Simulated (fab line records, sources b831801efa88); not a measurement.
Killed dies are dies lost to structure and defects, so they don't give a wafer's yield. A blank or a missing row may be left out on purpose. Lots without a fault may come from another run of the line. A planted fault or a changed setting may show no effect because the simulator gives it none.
Problem report in the 8D (eight disciplines) form, filled by code | flow gf180mcu | the parts of the form that need people (team, actions taken, sign-off) are left out

1. THE PROBLEM
run_length_s at GF_VT_IMPLANT_SOFTBAKE_14 reads a mean of 101.03 s on 6 wafers of 2 lots; wafers without a fault read 89.11 s with a standard deviation of 0.23. That is +52 standard deviations from the usual mean.
The step: time 60 s.
First seen on wafer L972.1, day 8 17:58, on litho_track-02. The record holds 42 wafers of 14 lots with a number at this step. Rule for "out", or "out of limits": more than 4 standard deviations from the usual mean. The other wafers with a number count as sound.

2. WHAT IT IS AND WHAT IT IS NOT
question                    | is                     | is not
which readings at this step | run_length_s           | chill_plate_temp_C
which lots                  | L972, L973             | L962, L963, L964, L969, L974, L975, L976, L979, L982, L983, L984, L985
which wafers of those lots  | all that have a number | -
read on which tools         | litho_track-02         | litho_track-01, litho_track-04
when                        | from day 8 17:58       | up to then (12 sound wafers); but 24 sound wafers of L974, L975, L976, L979, L982, L983, L984, L985 came after

3. SUSPECTS, AND WHAT RULES EACH OUT
Counting: a tool at a process step up to the reading stays a suspect if it ran every lot that is out and no sound lot after the first of them.
- litho_track-02 at GF_VT_IMPLANT_SOFTBAKE_14 (time 60 s): ruled out as a lasting fault. Sound lots L985 ran on it after its first lot that is out, L972 (day 8 17:58).
Left after counting: nothing in the record.

4. THE CAUSE (what the simulator had put in)
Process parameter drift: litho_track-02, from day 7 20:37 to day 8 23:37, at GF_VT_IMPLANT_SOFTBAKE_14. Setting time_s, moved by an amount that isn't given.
Counting ruled it out, wrongly.

5. THE CHAIN OF EFFECTS, in route order
Each row: a reading whose mean over the struck wafers that have a number lies more than 3 standard deviations from the usual. Only readings for which the record gives a usual standard deviation are gone through. hours: the time from each lot's start at the first step in this table that gives one to its start at this step, as a median over the lots. sigmas: the change in usual standard deviations.
hours | step                      | reading      | usual   | on struck wafers | change | sigmas
0     | GF_VT_IMPLANT_SOFTBAKE_14 | run_length_s | 89.11 s | 101.03           | +11.92 | +52
The process steps in it:
- GF_VT_IMPLANT_SOFTBAKE_14: time 60 s.
Later measuring or inspecting steps at which every struck wafer that the step has a row for has a number for every such reading, and none has moved that far: GF_DUAL_GATE_OVL_MEAS_11, GF_POLY_GATE_THK_MEAS_01.

6. WHAT WOULD HAVE CAUGHT IT SOONER
In this record the first reading out of limits was taken at day 8 17:58, 21 hours after the fault began at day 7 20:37.
